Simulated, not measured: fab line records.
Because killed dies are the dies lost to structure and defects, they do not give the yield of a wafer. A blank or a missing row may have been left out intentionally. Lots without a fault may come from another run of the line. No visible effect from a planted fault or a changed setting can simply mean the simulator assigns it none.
Problem report, 8D (eight disciplines) form, completed by code -- flow gf180mcu -- the parts of the form that need people (team, actions taken, sign-off) are left out

== 1. WHAT IS WRONG ==
Mean NSD_RS at GF_PSD_RS_MEAS_14: 41.04 ohm/sq over 6 wafers in 2 lots; fault-free wafers: 46.10 ohm/sq, standard deviation 0.085. Relative to the usual mean, that is a shift of -60 standard deviations.
The step: measures by four-point-probe.
Seen first at day 18 09:34 on filmMetro-04, wafer L852.1. Wafers with a number at this step in the record: 36, from 12 lots. Rule for "out", or "out of limits": more than 4 standard deviations from the usual mean. The rest of the wafers with a number are treated as sound.

== 2. WHAT IT IS AND WHAT IT IS NOT ==
question,is,is not
which readings at this step,NSD_RS,-
which lots,"L852, L853","L840, L841, L842, L843, L844, L845, L851, L859, L862, L863"
which wafers of those lots,all that have a number,-
read on which gauges,"filmMetro-03, filmMetro-04",filmMetro-02
when,from day 18 09:34,"up to then (21 sound wafers); but 9 sound wafers of L859, L862, L863 came after"

== 3. SUSPECTS, AND WHAT RULES EACH OUT ==
Counting: a tool at any process step up to the reading remains a suspect when it ran all the lots that are out and ran no sound lot after the first of those.
- ruled out: the gauge at GF_PSD_RS_MEAS_14. The wafers that are out were read on 2 gauges (filmMetro-03, filmMetro-04).
- rtpAnneal-02 at GF_PSD_RTA_13 (time 20 s): ruled out as a lasting fault. The sound lots L863 went through it after L852, its earliest lot that is out (day 18 09:28).
Left after counting: nothing in the record.

== 4. THE CAUSE (what the simulator had put in) ==
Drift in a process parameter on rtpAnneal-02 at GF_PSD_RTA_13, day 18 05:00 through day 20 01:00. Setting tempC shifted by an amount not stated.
Counting ruled it out, wrongly: the rule takes a fault to strike every lot that its tool runs from its start on, and this one did not.

== 5. THE CHAIN OF EFFECTS, in route order ==
Each row: a reading where the mean over the struck wafers with a number is more than 3 standard deviations away from the usual. Readings are gone through only where the record gives a usual standard deviation; hours: the median, over the lots, of the time from a lot's start at the first step in this table giving one to that lot's start at this step; sigmas: the change measured in usual standard deviations.
hours,step,reading,usual,on struck wafers,change,sigmas
0,GF_PSD_RTA_13,lampPowerPct,31.20 %,34.16,+2.96,+84
0,GF_PSD_RTA_13,wafer_temp_C_max,1031.2,1069.0,+37.8,+17
0,GF_PSD_RS_MEAS_14,NSD_RS,46.10 ohm/sq,41.04,-5.06,-60
0,GF_PSD_RS_MEAS_15,PSD_RS,108.53 ohm/sq,94.31,-14.22,-53
It contains these process steps:
- GF_PSD_RTA_13: time 20 s.
Later measuring or inspecting steps at which every struck wafer that the step has a row for has a number for every such reading, and none has moved that far: GF_CONTACT_THK_MEAS_01.

== 6. WHAT WOULD HAVE CAUGHT IT SOONER ==
In this record the first reading out of limits at a measuring or inspecting step was taken at day 18 09:34, 5 hours after the fault began at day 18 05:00.
The tool's own readings at GF_PSD_RTA_13 were out on every struck wafer that the step has a row for (lampPowerPct, wafer_temp_C_max): an alarm limit on them would have fired on the first of those.
